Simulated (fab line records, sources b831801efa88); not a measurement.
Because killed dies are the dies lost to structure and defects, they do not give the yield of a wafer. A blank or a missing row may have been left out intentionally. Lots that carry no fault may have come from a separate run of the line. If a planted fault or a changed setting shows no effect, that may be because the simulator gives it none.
The tool behind it: which one? | flow gf180mcu | 6 lots with 18 wafers sampled at 3 steps, on a route of 602 steps

WHAT THE GAUGES READ, wafer by wafer
GF_DNWELL_TW_MEAS_09.
lot  | measured    | on            | DNWELL_TW
L463 | day 3 12:47 | film-metro-02 | 1333 1337 1339
L467 | day 4 07:50 | film-metro-03 | 1345 1351 1358
L470 | day 4 23:49 | film-metro-03 | 1303 1309 1300
L472 | day 5 10:41 | film-metro-01 | 1324 1322 1321
L474 | day 5 21:30 | film-metro-02 | 1339 1350 1349
L483 | day 7 21:52 | film-metro-02 | 1343 1343 1339

WHAT TOOL EACH LOT RAN ON (gives the tool, then ch and the chambers of the sampled wafers, and finally the start)
lot  | GF_STI_STRIP_15                     | GF_DNWELL_IMPLANT_07
L463 | plasma-asher-02 ch 0,1, day 2 18:26 | implanter-03 ch 0, day 3 12:32
L467 | plasma-asher-04 ch 0,1, day 3 14:47 | implanter-03 ch 0, day 4 07:35
L470 | plasma-asher-04 ch 0,1, day 4 05:22 | implanter-03 ch 0, day 4 23:34
L472 | plasma-asher-01 ch 1, day 4 14:40   | implanter-03 ch 0, day 5 10:26
L474 | plasma-asher-04 ch 0,1, day 5 02:42 | implanter-04 ch 0, day 5 21:15
L483 | plasma-asher-02 ch 0,1, day 7 00:26 | implanter-02 ch 0, day 7 21:37
- GF_STI_STRIP_15: strips in O2/N2.
- GF_DNWELL_IMPLANT_07

THE ANSWER, worked out from the rows above alone
Rule: usual is defined by the lots themselves. The widest of any qualifying gaps counts: lots, ordered by their means at a reading, are off when they make up no more than a third of the lots, leave a main group of 4 or more, and stand apart from it by 3 or more times the standard deviation of that group's means. If all means in a main group match to the digits the tables above print for the reading, that group is not used. Also off: a lot with no number at a reading for which 4 or more lots have one. All remaining lots with rows at the step are treated as sound.
Across all readings shown, no lot is off: no conclusion can be drawn from this.

WHAT WAS PUT IN BY THE SIMULATOR
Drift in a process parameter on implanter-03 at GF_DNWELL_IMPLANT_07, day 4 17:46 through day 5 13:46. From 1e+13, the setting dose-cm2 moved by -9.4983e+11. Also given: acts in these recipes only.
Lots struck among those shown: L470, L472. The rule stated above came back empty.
